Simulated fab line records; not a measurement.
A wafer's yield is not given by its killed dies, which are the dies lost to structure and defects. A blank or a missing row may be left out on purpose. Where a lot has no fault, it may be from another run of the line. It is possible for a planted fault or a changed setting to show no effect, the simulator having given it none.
Which tool did it? -- flow gf180mcu -- Sampling: 15 lots, 45 wafers, 4 of 602 route steps

== WHAT THE GAUGES SHOWED, per wafer ==
GF_V1_THK_MEAS_03. Usual: for V1_CVD_02_THK the level is 846 nm and the standard deviation is 13.
lot,measured,on,V1_CVD_02_THK (nm),flag
L147,day 17 05:40,film metro-02,843 862 853,
L148,day 17 09:38,film metro-04,848 861 854,
L149,day 17 18:42,film metro-04,848 841 848,
L152,day 18 20:27,film metro-02,872 867 848,
L154,day 19 19:43,film metro-04,846 864 865,
L155,day 20 03:35,film metro-02,843 833 846,
L156,day 21 02:34,film metro-04,850 853 856,
L157,day 21 10:40,film metro-02,836 835 856,
L158,day 21 14:46,film metro-01,829 843 826,
L159,day 21 23:58,film metro-02,827 861 838,
L160,day 22 06:55,film metro-01,845 840 847,
L164,day 23 12:04,film metro-04,854 847 872,

== WHICH TOOL RAN EACH LOT (tool, then ch and the chambers of the sampled wafers, then the start) ==
lot,GF_PSD_STRIP_10,GF_M1_SPUTTER_03,GF_M1_METAL_ETCH_16
L147,"plasma asher-04 ch 0,1, day 14 07:50","pvd sputter-04, day 16 06:26","rie metal-02 ch 0,1, day 17 04:49"
L148,"plasma asher-02 ch 0,1, day 14 10:41","pvd sputter-02, day 16 09:54","rie metal-04 ch 0,1, day 17 08:47"
L149,"plasma asher-03 ch 0, day 14 19:40","pvd sputter-03, day 16 18:26","rie metal-04 ch 0,1, day 17 17:49"
L152,"plasma asher-02 ch 0,1, day 15 18:36","pvd sputter-03, day 17 19:28","rie metal-01 ch 0,1, day 18 19:37"
L154,"plasma asher-03 ch 0,1, day 16 17:01","pvd sputter-04, day 18 18:05","rie metal-02 ch 0,1, day 19 18:52"
L155,"plasma asher-02 ch 0,1, day 17 00:14","pvd sputter-04, day 19 02:26","rie metal-04 ch 0,1, day 20 02:42"
L156,"plasma asher-03 ch 0,1, day 17 23:14","pvd sputter-03, day 20 01:51","rie metal-04 ch 0,1, day 21 01:43"
L157,"plasma asher-03 ch 0, day 18 05:52","pvd sputter-03, day 20 09:50","rie metal-04 ch 0,1, day 21 09:46"
L158,"plasma asher-04 ch 0,1, day 18 10:19","pvd sputter-02, day 20 14:04","rie metal-02 ch 0,1, day 21 13:55"
L159,"plasma asher-03 ch 1, day 18 17:54","pvd sputter-03, day 20 22:49","rie metal-04 ch 1, day 21 23:04"
L160,"plasma asher-02 ch 0,1, day 19 02:22","pvd sputter-03, day 21 06:22","rie metal-01 ch 0, day 22 06:04"
L164,"plasma asher-02 ch 0,1, day 20 09:23","pvd sputter-03, day 22 11:55","rie metal-04 ch 0,1, day 23 11:11"
L165,"plasma asher-04 ch 0,1, day 20 14:23","pvd sputter-03, day 22 17:23","rie metal-04 ch 0,1, day 23 16:46"
L166,"plasma asher-04 ch 0,1, day 20 21:49","pvd sputter-03, day 22 23:31","rie metal-01 ch 0,1, day 23 22:16"
L167,"plasma asher-03 ch 0,1, day 21 04:32","pvd sputter-04, day 23 06:02","rie metal-04 ch 0,1, day 24 04:36"
- GF_PSD_STRIP_10: strips in O2/N2.
- GF_M1_SPUTTER_03: material Ti, target thk 10 nm, time 6.7 s.
- GF_M1_METAL_ETCH_16: etches the open film in Cl2/BCl3, stops on SiO2, target depth 627.5 nm, time 104.6 s.

== WHAT THE TOOLS THEMSELVES READ (means of the sampled wafers that have a number; where no wafer has one, the mark that the record gives instead) ==
GF_PSD_STRIP_10. Usual: drypump motor current A 5.6 A, standard deviation 0.56; heater power w 330 W, standard deviation 26; o2 flow sccm 3000 sccm, standard deviation 9.1; oes product au 0.592 a.u., standard deviation 0.0044; platen temp c 249.99 C, standard deviation 0.18; strip time to endpoint s 16.53 s, standard deviation 0.033.
lot,tool,drypump motor current A (A),heater power w (W),o2 flow sccm (sccm),oes product au (a.u.),platen temp c (C),strip time to endpoint s (s),flag
L147,plasma asher-04,5.8,300,3004,0.590,249.97,16.57,
L148,plasma asher-02,6.0,345,3000,0.592,249.97,16.56,
L149,plasma asher-03,5.6,340,2995,0.590,249.82,16.53,
L152,plasma asher-02,5.9,360,2991,0.590,249.86,16.54,
L154,plasma asher-03,5.0,343,2992,0.591,249.98,16.58,
L155,plasma asher-02,5.9,359,3003,0.593,249.96,16.48,
L156,plasma asher-03,5.0,331,2998,0.592,250.01,16.50,
L157,plasma asher-03,5.6,345,2997,0.596,249.89,16.56,
L158,plasma asher-04,6.1,301,3003,0.594,250.11,16.55,
L159,plasma asher-03,4.6,336,2996,0.590,249.92,16.54,
L160,plasma asher-02,6.0,342,3009,0.594,249.95,16.52,
L164,plasma asher-02,5.9,366,3004,0.592,250.11,16.53,
L165,plasma asher-04,6.1,301,2995,0.590,249.87,16.53,
L166,plasma asher-04,6.1,302,3012,0.587,250.03,16.54,
L167,plasma asher-03,5.3,343,2998,0.593,250.08,16.51,

GF_M1_SPUTTER_03. Usual: cathode dc power W 3000.0 W, standard deviation 0.56; chamber pressure pa 0.3001 Pa, standard deviation 0.0006; throttle valve pct 30.0 %, standard deviation 1.2.
lot,tool,cathode dc power W (W),chamber pressure pa (Pa),throttle valve pct (%),flag
L147,pvd sputter-04,3000.1,0.2997,29.8,
L148,pvd sputter-02,3000.1,0.3007,31.6,
L149,pvd sputter-03,3000.0,0.3005,29.0,
L152,pvd sputter-03,3000.4,0.2996,29.1,
L154,pvd sputter-04,3000.4,0.3004,29.9,
L155,pvd sputter-04,2999.9,0.3002,29.8,
L156,pvd sputter-03,2999.5,0.2997,30.7,
L157,pvd sputter-03,3000.2,0.2998,29.3,
L158,pvd sputter-02,3000.0,0.3001,31.1,
L159,pvd sputter-03,3000.0,0.3012,30.8,
L160,pvd sputter-03,3000.0,0.3001,28.4,
L164,pvd sputter-03,2999.7,0.2992,30.0,
L165,pvd sputter-03,-,-,-,OFF
L166,pvd sputter-03,-,-,-,OFF
L167,pvd sputter-04,-,-,-,OFF

GF_M1_METAL_ETCH_16. Usual: drypump motor current A 5.91 A, standard deviation 0.27; oes product au 0.972 a.u., standard deviation 0.0067; throttle valve pct 28.249 %, standard deviation 0.01.
lot,tool,drypump motor current A (A),oes product au (a.u.),throttle valve pct (%),flag
L147,rie metal-02,6.14,0.969,28.245,
L148,rie metal-04,5.63,0.973,28.247,
L149,rie metal-04,5.79,0.974,28.247,
L152,rie metal-01,6.06,0.977,28.246,
L154,rie metal-02,6.14,0.978,28.245,
L155,rie metal-04,5.62,0.971,28.248,
L156,rie metal-04,5.78,0.968,28.254,
L157,rie metal-04,5.79,0.980,28.252,
L158,rie metal-02,6.13,0.976,28.248,
L159,rie metal-04,5.93,0.968,28.248,
L160,rie metal-01,6.17,0.972,28.253,
L164,rie metal-04,5.64,0.969,28.265,
L165,rie metal-04,5.79,0.954,28.272,
L166,rie metal-01,6.04,0.956,28.263,
L167,rie metal-04,5.63,0.970,28.255,

== THE ANSWER, worked out from the rows above alone ==
Rule: take the mean of a lot's wafers that have a number; if it is more than 3 standard deviations from the usual mean, the lot is off. Also off: a lot with no number at a reading for which 4 or more lots have one. Any other lot the step has rows for is counted as sound. After the gauges, taken in route order, come the tools' own readings; for these a lot's mean is taken, as printed above. The first step at which some lot is off is used, and at that step the reading that is off furthest; a lot without a number counts as furthest.
Off: L165, L166, L167, at GF_M1_SPUTTER_03 (cathode dc power W). Without a number there: L165, L166, L167.
A tool fits if, at that step or a process step before it, it ran every lot that is off, and no sound lot after the first of them. None of those tried fits.

== WHAT HAD BEEN PUT IN BY THE SIMULATOR ==
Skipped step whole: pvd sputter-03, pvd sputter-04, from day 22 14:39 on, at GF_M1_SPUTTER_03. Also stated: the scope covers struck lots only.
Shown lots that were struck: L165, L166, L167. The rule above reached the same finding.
